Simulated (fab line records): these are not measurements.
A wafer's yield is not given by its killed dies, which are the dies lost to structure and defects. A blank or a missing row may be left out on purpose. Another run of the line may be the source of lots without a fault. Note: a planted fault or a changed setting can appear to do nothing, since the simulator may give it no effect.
Which tool is to blame? | flow sky130 | 13 lots, 39 wafers sampled, at 4 steps of a route of 708

## WHAT THE GAUGES SHOWED, per wafer
SKY_METAL5_THK_MEAS_06: measures by xrf.
lot  | measured     | on            | METAL5_ALCU_THK (nm)
L163 | day 43 18:10 | film metro-01 | 1178 1167 1157
L164 | day 43 10:46 | film metro-01 | 1170 1156 1140
L165 | day 43 19:20 | film metro-01 | 1152 1151 1154
L166 | day 43 20:42 | film metro-04 | 1142 1160 1144
L167 | day 44 08:24 | film metro-02 | 1145 1136 1123
L168 | day 44 17:40 | film metro-01 | 1150 1141 1143
L169 | day 45 00:59 | film metro-04 | 1138 1131 1126
L174 | day 46 14:08 | film metro-04 | 1149 1147 1154
L175 | day 46 13:34 | film metro-04 | 1159 1167 1170
L176 | day 46 21:04 | film metro-02 | 1141 1141 1143
L177 | day 46 23:19 | film metro-04 | 1149 1130 1139
L178 | day 47 07:02 | film metro-01 | 1149 1168 1167
L179 | day 47 19:13 | film metro-02 | 1161 1180 1164

## EACH LOT AND THE TOOL THAT RAN IT (in order: tool; ch and the chambers of the sampled wafers; start)
lot  | SKY_FIELD_ISO_OXIDATION_01   | SKY_VIA3_STRIP_16                    | SKY_METAL4_SPUTTER_04
L163 | furnace-01 ch 0, day 1 15:07 | plasma asher-02 ch 0,1, day 40 13:17 | pvd sputter-03, day 40 14:39
L164 | furnace-02 ch 0, day 1 20:39 | plasma asher-02 ch 0,1, day 40 05:53 | pvd sputter-04, day 40 07:14
L165 | furnace-01 ch 0, day 2 03:34 | plasma asher-03 ch 0, day 40 15:38   | pvd sputter-03, day 40 17:01
L166 | furnace-02 ch 0, day 2 06:50 | plasma asher-02 ch 0,1, day 40 15:44 | pvd sputter-02, day 40 17:08
L167 | furnace-02 ch 0, day 2 13:48 | plasma asher-04 ch 0,1, day 41 05:23 | pvd sputter-04, day 41 06:47
L168 | furnace-02 ch 0, day 2 20:52 | plasma asher-04 ch 0, day 41 15:50   | pvd sputter-04, day 41 17:11
L169 | furnace-02 ch 0, day 3 00:58 | plasma asher-03 ch 0,1, day 41 22:14 | pvd sputter-03, day 41 23:37
L174 | furnace-01 ch 0, day 3 22:22 | plasma asher-04 ch 0,1, day 43 15:38 | pvd sputter-02, day 43 17:05
L175 | furnace-02 ch 0, day 4 05:03 | plasma asher-03 ch 0,1, day 43 15:11 | pvd sputter-04, day 43 16:32
L176 | furnace-01 ch 0, day 4 10:50 | plasma asher-04 ch 0,1, day 43 22:38 | pvd sputter-03, day 44 00:00
L177 | furnace-02 ch 0, day 4 13:40 | plasma asher-03 ch 0,1, day 44 01:12 | pvd sputter-04, day 44 02:34
L178 | furnace-02 ch 0, day 4 19:37 | plasma asher-03 ch 0, day 44 11:38   | pvd sputter-02, day 44 13:02
L179 | furnace-01 ch 0, day 5 00:35 | plasma asher-04 ch 0,1, day 44 22:51 | pvd sputter-02, day 45 00:15
- SKY_FIELD_ISO_OXIDATION_01: stabilise 600 s, purge 300 s, target thk 12 nm.
- SKY_VIA3_STRIP_16: strips in O2/N2.
- SKY_METAL4_SPUTTER_04: material TiN, target thk 70 nm, time 58.3 s.

## AS READ BY THE TOOLS THEMSELVES (means over the sampled wafers that have a number; for cases with no such wafer, the mark the record gives instead)
SKY_FIELD_ISO_OXIDATION_01.
lot  | tool       | zone power top pct (%) | zone power upper pct (%)
L163 | furnace-01 | 32.1                   | 15.2
L164 | furnace-02 | 32.2                   | 17.9
L165 | furnace-01 | 32.1                   | 15.3
L166 | furnace-02 | 32.7                   | 17.7
L167 | furnace-02 | 32.0                   | 17.8
L168 | furnace-02 | 32.5                   | 17.9
L169 | furnace-02 | 32.6                   | 18.0
L174 | furnace-01 | 31.9                   | 15.4
L175 | furnace-02 | 32.3                   | 17.7
L176 | furnace-01 | 32.0                   | 15.3
L177 | furnace-02 | 32.5                   | 18.1
L178 | furnace-02 | 32.6                   | 17.8
L179 | furnace-01 | 32.1                   | 15.3

SKY_VIA3_STRIP_16.
lot  | tool            | drypump motor current A (A) | oes product au (a.u.) | strip time to endpoint s (s)
L163 | plasma asher-02 | 5.7                         | 0.403                 | 4.158
L164 | plasma asher-02 | 5.7                         | 0.402                 | 4.129
L165 | plasma asher-03 | 6.5                         | 0.401                 | 4.146
L166 | plasma asher-02 | 5.6                         | 0.404                 | 4.154
L167 | plasma asher-04 | 5.3                         | 0.395                 | 4.131
L168 | plasma asher-04 | 5.8                         | 0.403                 | 4.152
L169 | plasma asher-03 | 6.2                         | 0.403                 | 4.125
L174 | plasma asher-04 | 5.3                         | 0.403                 | 4.122
L175 | plasma asher-03 | 6.2                         | 0.404                 | 4.101
L176 | plasma asher-04 | 5.3                         | 0.397                 | 4.119
L177 | plasma asher-03 | 5.9                         | 0.404                 | 4.163
L178 | plasma asher-03 | 6.5                         | 0.402                 | 4.114
L179 | plasma asher-04 | 5.3                         | 0.400                 | 4.127

SKY_METAL4_SPUTTER_04.
lot  | tool           | throttle valve pct (%)
L163 | pvd sputter-03 | 29.8
L164 | pvd sputter-04 | 30.1
L165 | pvd sputter-03 | 29.8
L166 | pvd sputter-02 | 30.8
L167 | pvd sputter-04 | 30.6
L168 | pvd sputter-04 | 30.0
L169 | pvd sputter-03 | 29.8
L174 | pvd sputter-02 | 30.2
L175 | pvd sputter-04 | 30.0
L176 | pvd sputter-03 | 30.3
L177 | pvd sputter-04 | 29.9
L178 | pvd sputter-02 | 30.8
L179 | pvd sputter-02 | 30.7

## THE ANSWER, worked out from the rows above alone
Rule: usual is defined by the lots themselves. Put in order of their means at a reading, lots are off if they are a third of the lots or fewer, leave a main group of 4 or more, and stand apart from it by a gap of 3 or more times the standard deviation of the main group's means; of several such gaps the widest counts. Not used: any main group whose means are identical at the precision the tables above print for the reading. Also off: a lot with no number at a reading for which 4 or more lots have one. Where the step has rows for the other lots, those lots are counted as sound. The gauges are gone through in route order, then the tools' own readings, and for those a lot's mean is taken as printed above. The first step at which some lot is off is used, and at that step the reading that is off furthest; a lot without a number counts as furthest.
Across all readings shown, no lot is off: no conclusion can be drawn from this.

## WHAT WAS PUT IN BY THE SIMULATOR
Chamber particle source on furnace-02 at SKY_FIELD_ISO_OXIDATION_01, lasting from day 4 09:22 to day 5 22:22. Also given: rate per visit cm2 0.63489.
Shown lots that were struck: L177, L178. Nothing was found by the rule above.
